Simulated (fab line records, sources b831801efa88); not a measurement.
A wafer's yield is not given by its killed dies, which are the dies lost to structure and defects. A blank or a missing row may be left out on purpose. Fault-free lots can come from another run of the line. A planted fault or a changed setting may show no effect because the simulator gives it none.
One fault seen from 2 desks + flow gf180mcu + what lay behind the numbers comes last; until then each desk has only its own

== DESK OF THE TOOL OWNER: pvd_sputter-01 ==
The tool's own readings at GF_M4_SPUTTER_02 (material AlCu, target thk 450 nm, time 23.9 s): means of the sampled wafers that have a number, for each lot that ran on this tool. A lot is out of limits, marked OUT, if its mean lies more than 4 standard deviations from the usual mean; the brackets give that distance.
Columns: A = throttle_valve_pct at GF_M4_SPUTTER_02, usual 30.3 %
| lot  | first seen here | A    |
|------|-----------------|------|
| L237 | day 23 10:53    | 30.1 |
| L239 | day 24 09:45    | 30.4 |
| L242 | day 25 04:07    | 30.5 |
| L249 | day 27 11:21    | 30.4 |
| L250 | day 27 18:19    | 30.6 |
| L252 | day 28 09:51    | 30.5 |
Result from this desk: across the 6 lots, nothing is out of limits.

== AT THE METROLOGY DESK ==
What the gauges read, lot by lot, whatever tool the lot ran on: means of the sampled wafers that have a number. A lot is out of limits, marked OUT, if its mean lies more than 4 standard deviations from the usual mean; the brackets give that distance.
Columns: A = M4_ALCU_RS at GF_M4_RS_MEAS_05, usual 0.0700 ohm/sq; B = M4_ALCU_THK at GF_M4_THK_MEAS_06, usual 440 nm
| lot  | first seen here | A                 | B   |
|------|-----------------|-------------------|-----|
| L236 | day 23 01:09    | 0.0695            | 445 |
| L237 | day 23 11:00    | 0.0705            | 438 |
| L239 | day 24 09:52    | 0.0704            | 437 |
| L242 | day 25 04:13    | 0.0702            | 438 |
| L243 | day 25 18:16    | 0.0701            | 439 |
| L244 | day 25 22:44    | 0.0695            | 443 |
| L248 | day 27 03:33    | 0.0703            | 434 |
| L249 | day 27 11:26    | 0.0705            | 437 |
| L250 | day 27 18:25    | 0.0714            | 432 |
| L252 | day 28 10:01    | 0.0731 (+4.4) OUT | 425 |
This desk's finding: out of limits on L252; first on L252, day 28 10:01 (M4_ALCU_RS at GF_M4_RS_MEAS_05). Within limits: L236, L237, L239, L242, L243, L244, L248, L249, L250.

== PUT TOGETHER ==
At day 28 10:01 the metrology desk could have sounded an alarm, on L252.
The tool owner's desk saw nothing out of limits.
The tool owner's desk has L252 on record, within its limits.
Of the lots named, all ran GF_M4_SPUTTER_02 on pvd_sputter-01.

== WHAT WAS PUT IN BY THE SIMULATOR ==
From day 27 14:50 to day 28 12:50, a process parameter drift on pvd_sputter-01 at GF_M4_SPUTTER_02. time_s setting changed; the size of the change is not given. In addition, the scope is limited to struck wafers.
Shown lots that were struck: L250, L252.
Per desk, hours elapsed from the start of the fault to the first reading out of limits: for the metrology desk, 19.
